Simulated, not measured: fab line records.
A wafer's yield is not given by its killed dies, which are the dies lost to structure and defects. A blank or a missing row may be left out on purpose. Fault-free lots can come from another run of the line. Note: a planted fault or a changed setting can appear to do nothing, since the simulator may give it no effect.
Which of the tools did it?    flow gf180mcu    11 lots with 33 wafers sampled at 5 steps, on a route of 602 steps

WHAT THE GAUGES SHOWED, per wafer
GF_M2_THK_MEAS_06: measures by xrf.
lot   measured      on            M2_ALCU_THK (nm)
L267  day 19 00:11  filmMetro-02  442 441 442
L268  day 19 07:35  filmMetro-03  442 443 443
L269  day 19 16:07  filmMetro-03  442 441 443
L270  day 20 00:07  filmMetro-03  443 440 441
L274  day 21 15:51  filmMetro-03  448 444 446
L277  day 22 15:42  filmMetro-03  438 411 415
L285  day 25 06:06  filmMetro-03  437 435 433
L287  day 26 02:14  filmMetro-01  443 445 446
L288  day 26 04:29  filmMetro-02  448 443 443
L289  day 26 12:23  filmMetro-03  441 447 442
L290  day 26 16:35  filmMetro-03  439 436 439

WHAT TOOL EACH LOT RAN ON (gives the tool, then ch and the chambers of the sampled wafers, and finally the start)
lot   GF_V1_CVD_23                  GF_M2_SPUTTER_00             GF_M2_SPUTTER_02             GF_M2_SPUTTER_04
L267  cvdW-02 ch 0,1, day 18 23:15  pvdSputter-03, day 18 23:50  pvdSputter-03, day 18 23:58  pvdSputter-03, day 19 00:01
L268  cvdW-01 ch 0,1, day 19 06:39  pvdSputter-03, day 19 07:14  pvdSputter-03, day 19 07:22  pvdSputter-03, day 19 07:25
L269  cvdW-02 ch 0,1, day 19 15:11  pvdSputter-03, day 19 15:46  pvdSputter-03, day 19 15:54  pvdSputter-03, day 19 15:57
L270  cvdW-01 ch 0,1, day 19 23:11  pvdSputter-02, day 19 23:45  pvdSputter-02, day 19 23:53  pvdSputter-02, day 19 23:56
L274  cvdW-01 ch 0,1, day 21 14:54  pvdSputter-01, day 21 15:29  pvdSputter-01, day 21 15:38  pvdSputter-01, day 21 15:41
L277  cvdW-02 ch 0,1, day 22 14:45  pvdSputter-02, day 22 15:20  pvdSputter-02, day 22 15:29  pvdSputter-02, day 22 15:32
L285  cvdW-02 ch 0,1, day 25 05:10  pvdSputter-03, day 25 05:46  pvdSputter-03, day 25 05:53  pvdSputter-03, day 25 05:56
L287  cvdW-02 ch 0,1, day 26 01:18  pvdSputter-03, day 26 01:53  pvdSputter-03, day 26 02:01  pvdSputter-03, day 26 02:04
L288  cvdW-01 ch 0,1, day 26 03:32  pvdSputter-02, day 26 04:08  pvdSputter-02, day 26 04:16  pvdSputter-02, day 26 04:19
L289  cvdW-02 ch 0,1, day 26 11:26  pvdSputter-03, day 26 12:02  pvdSputter-03, day 26 12:10  pvdSputter-03, day 26 12:13
L290  cvdW-01 ch 0,1, day 26 15:39  pvdSputter-01, day 26 16:14  pvdSputter-01, day 26 16:22  pvdSputter-01, day 26 16:25
- GF_V1_CVD_23: deposits W, target thk 350 nm, time 105.05 s.
- GF_M2_SPUTTER_00: material Ti, target thk 37.5 nm, time 150 s.
- GF_M2_SPUTTER_02: material AlCu, target thk 450 nm, time 23.9 s.
- GF_M2_SPUTTER_04: material TiN, target thk 50 nm, time 41.7 s.

THE ANSWER, worked out from the rows above alone
Rule: what is usual is taken from the lots themselves. Put in order of their means at a reading, lots are off if they are a third of the lots or fewer, leave a main group of 4 or more, and stand apart from it by a gap of 3 or more times the standard deviation of the main group's means; of several such gaps the widest counts. Not used: any main group whose means are identical at the precision the tables above print for the reading. A lot without any number at a reading at which 4 lots or more have one is off too. Where the step has rows for the other lots, those lots are counted as sound.
Off: at GF_M2_THK_MEAS_06 (M2_ALCU_THK), L277. The main group has a mean of 442 nm with a standard deviation of 3.1.
If a tool, at a process step before that reading, ran all the lots that are off and no sound lot after the first of them, it fits. The gauges at GF_M2_THK_MEAS_06 are tried like those tools. No candidate that was tried fits.

WHAT THE SIMULATOR HAD INSERTED
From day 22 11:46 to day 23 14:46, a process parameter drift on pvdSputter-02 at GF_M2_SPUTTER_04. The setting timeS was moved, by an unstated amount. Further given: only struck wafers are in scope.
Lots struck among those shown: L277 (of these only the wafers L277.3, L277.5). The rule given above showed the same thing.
